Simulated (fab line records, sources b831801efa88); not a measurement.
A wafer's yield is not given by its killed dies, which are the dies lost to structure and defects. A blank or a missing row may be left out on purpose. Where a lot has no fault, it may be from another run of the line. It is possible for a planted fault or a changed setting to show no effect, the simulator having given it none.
Check of tool commonality	flow gf180mcu	Sampled: 13 lots, 39 wafers

## REASON IT WAS OPENED
2 of 13 lots carry a flag on the reading STI_OXIDATION_02_THK at GF_STI_THK_MEAS_30. No-fault wafers: 10.00 nm, standard deviation 0.2.
Rule: a lot is flagged when every wafer of it that has a number lies more than 4 standard deviations from that mean, or none has a number. The other lots count as sound.

lot	measured	on	STI_OXIDATION_02_THK (nm), wafer by wafer	flag
L789	day 2 17:00	film metro-04	9.99 10.16 10.11	
L790	day 2 22:02	film metro-04	10.35 10.03 9.93	
L792	day 3 02:05	film metro-01	10.03 10.08 10.09	
L793	day 3 06:11	film metro-04	9.92 9.98 10.11	
L794	day 3 06:12	film metro-01	9.79 9.88 9.70	
L795	day 3 16:16	film metro-04	9.88 9.82 9.92	
L796	day 3 20:52	film metro-04	10.29 10.15 10.04	
L797	day 4 00:43	film metro-03	10.05 10.10 10.18	
L798	day 4 04:48	film metro-01	9.96 10.06 10.17	
L800	day 4 16:52	film metro-03	10.56 10.34 10.41	
L802	day 5 02:12	film metro-01	15.58 15.75 15.67	FLAGGED
L807	day 6 03:25	film metro-04	15.60 15.65 15.60	FLAGGED
L809	day 6 12:59	film metro-01	9.95 10.00 9.93	
The mean of the flagged lots' numbers is 15.64 nm, +5.64 nm from the usual (+28 standard deviations).

## TOOL THAT RAN EACH LOT
The record keeps 1 process step preceding the reading, out of 602 steps on the route. Read each cell as the tool, then ch plus the chambers that the sampled wafers visited, then the start.
lot	flag	GF_STI_OXIDATION_29
L789		furnace-01 ch 0, day 2 15:37
L790		furnace-02 ch 0, day 2 20:38
L792		furnace-01 ch 0, day 3 00:41
L793		furnace-01 ch 0, day 3 04:48
L794		furnace-01 ch 0, day 3 04:48
L795		furnace-01 ch 0, day 3 14:51
L796		furnace-02 ch 0, day 3 19:27
L797		furnace-01 ch 0, day 3 23:19
L798		furnace-01 ch 0, day 4 03:24
L800		furnace-01 ch 0, day 4 15:28
L802	FLAGGED	furnace-01 ch 0, day 5 00:49
L807	FLAGGED	furnace-01 ch 0, day 6 02:01
L809		furnace-02 ch 0, day 6 11:35
What is done by these steps:
- GF_STI_OXIDATION_29: stabilise 600 s, purge 300 s, target thk 10 nm.
- GF_STI_THK_MEAS_30

## FLAGGED AGAINST TOTAL, ONE TOOL AT A TIME (gauges that did the reading follow at the end)
step	tool	lots run	flagged	share of the flagged lots	sound lots run after its first flagged lot
GF_STI_OXIDATION_29	furnace-01	10	2	all	0
GF_STI_OXIDATION_29	furnace-02	3	0	none	-
GF_STI_THK_MEAS_30	film metro-01	5	1	some	1 (L809)
GF_STI_THK_MEAS_30	film metro-03	2	0	none	-
GF_STI_THK_MEAS_30	film metro-04	6	1	some	0

## WHAT THE TABLE ALLOWS
All flagged lots share 1 row of the table, namely furnace-01 at GF_STI_OXIDATION_29.
- furnace-01 at GF_STI_OXIDATION_29: 2 of its 10 lots flagged. It ran its last sound lot, L800, at day 4 15:28 and its first flagged lot, L802, at day 5 00:49: a fault with its onset between the two fits.
One tool is left: furnace-01 at GF_STI_OXIDATION_29.

## WHAT HAD BEEN PUT IN BY THE SIMULATOR
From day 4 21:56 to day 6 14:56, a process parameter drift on furnace-01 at GF_STI_OXIDATION_29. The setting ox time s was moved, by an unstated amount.
Lots struck among those shown: L802, L807. The same result came from the rule above.
